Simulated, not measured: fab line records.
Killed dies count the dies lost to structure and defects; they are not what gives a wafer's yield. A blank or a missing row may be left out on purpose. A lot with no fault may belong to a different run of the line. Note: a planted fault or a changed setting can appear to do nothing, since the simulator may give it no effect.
Commonality check across tools -- flow gf180mcu -- Lots sampled 13, wafers sampled 39

## WHY IT WAS OPENED
GF_HV_LDD_THK_MEAS_55, reading HV_LDD_CVD_54_THK: flagged on 2 of 13 lots. No-fault wafers: 10.05 nm, standard deviation 0.19.
Rule: flag the lot when none of its wafers has a number, or when each of its wafers that has one lies beyond 4 standard deviations from that mean. All remaining lots are regarded as sound.

lot,measured,on,"HV_LDD_CVD_54_THK (nm), wafer by wafer",flag
L325,day 12 08:20,film metro-03,10.11 10.10 9.92,
L326,day 12 14:35,film metro-03,9.98 10.11 10.09,
L327,day 12 21:14,film metro-04,9.84 9.87 9.73,
L336,day 16 05:29,film metro-04,20.54 20.55 20.36,FLAGGED
L337,day 16 15:27,film metro-03,20.45 20.33 20.44,FLAGGED
L338,day 17 00:58,film metro-03,9.79 9.91 9.92,
L339,day 17 07:54,film metro-01,10.11 10.15 10.03,
L343,day 18 15:04,film metro-01,10.13 9.89 9.94,
L344,day 18 19:45,film metro-04,9.94 9.83 9.81,
L345,day 19 01:26,film metro-03,10.20 10.03 10.06,
L346,day 19 11:26,film metro-03,10.15 10.28 10.07,
L347,day 19 20:29,film metro-01,9.94 9.95 10.12,
L348,day 20 03:35,film metro-04,9.98 9.99 9.97,
The numbers of the flagged lots are 20.45 nm on average: +10.39 nm against the usual, or +55 standard deviations.

## WHICH TOOL RAN EACH LOT
The record holds 1 process step before the reading, out of a route of 602 steps. Each cell gives the tool, then ch followed by the chambers the sampled wafers passed through, then the start.
lot,flag,GF_HV_LDD_CVD_54
L325,,"lpcvd-01 ch 0, day 12 07:19"
L326,,"lpcvd-02 ch 1, day 12 13:34"
L327,,"lpcvd-01 ch 0, day 12 20:13"
L336,FLAGGED,"lpcvd-02 ch 1, day 16 04:28"
L337,FLAGGED,"lpcvd-02 ch 0, day 16 14:25"
L338,,"lpcvd-01 ch 1, day 16 23:57"
L339,,"lpcvd-01 ch 0, day 17 06:52"
L343,,"lpcvd-01 ch 1, day 18 14:01"
L344,,"lpcvd-01 ch 0, day 18 18:42"
L345,,"lpcvd-02 ch 0, day 19 00:24"
L346,,"lpcvd-02 ch 0, day 19 10:25"
L347,,"lpcvd-02 ch 0, day 19 19:28"
L348,,"lpcvd-01 ch 0, day 20 02:34"
What is done by these steps:
- GF_HV_LDD_CVD_54: deposits SiO2 from TEOS, target thk 10 nm, time 75 s.
- GF_HV_LDD_THK_MEAS_55

## FLAGGED AGAINST TOTAL, ONE TOOL AT A TIME (gauges that did the reading follow at the end)
step,tool,lots run,flagged,share of the flagged lots,sound lots run after its first flagged lot
GF_HV_LDD_CVD_54,lpcvd-01,7,0,none,-
GF_HV_LDD_CVD_54,lpcvd-02,6,2,all,"3 (L345,L346,L347)"
GF_HV_LDD_THK_MEAS_55,film metro-01,3,0,none,-
GF_HV_LDD_THK_MEAS_55,film metro-03,6,1,some,"3 (L338,L345,L346)"
GF_HV_LDD_THK_MEAS_55,film metro-04,4,1,some,"2 (L344,L348)"

## THE TABLE: WHAT IT ALLOWS
1 row of the table ran every flagged lot: lpcvd-02 at GF_HV_LDD_CVD_54.
- lpcvd-02 at GF_HV_LDD_CVD_54: 2 of its 6 lots flagged. Sound lots followed the first flagged one (L345, L346, L347) on it, something a lasting fault affecting the whole tool could not allow. Its own readings (spike tc bottom C, spike tc centre C, spike tc lower C, spike tc top C, spike tc upper C, susceptor temp C) fall more than 4 standard deviations out on all wafers of the flagged lots.
Every row of the table either missed a flagged lot or ran a sound lot after the first.

## WHAT THE SIMULATOR HAD INSERTED
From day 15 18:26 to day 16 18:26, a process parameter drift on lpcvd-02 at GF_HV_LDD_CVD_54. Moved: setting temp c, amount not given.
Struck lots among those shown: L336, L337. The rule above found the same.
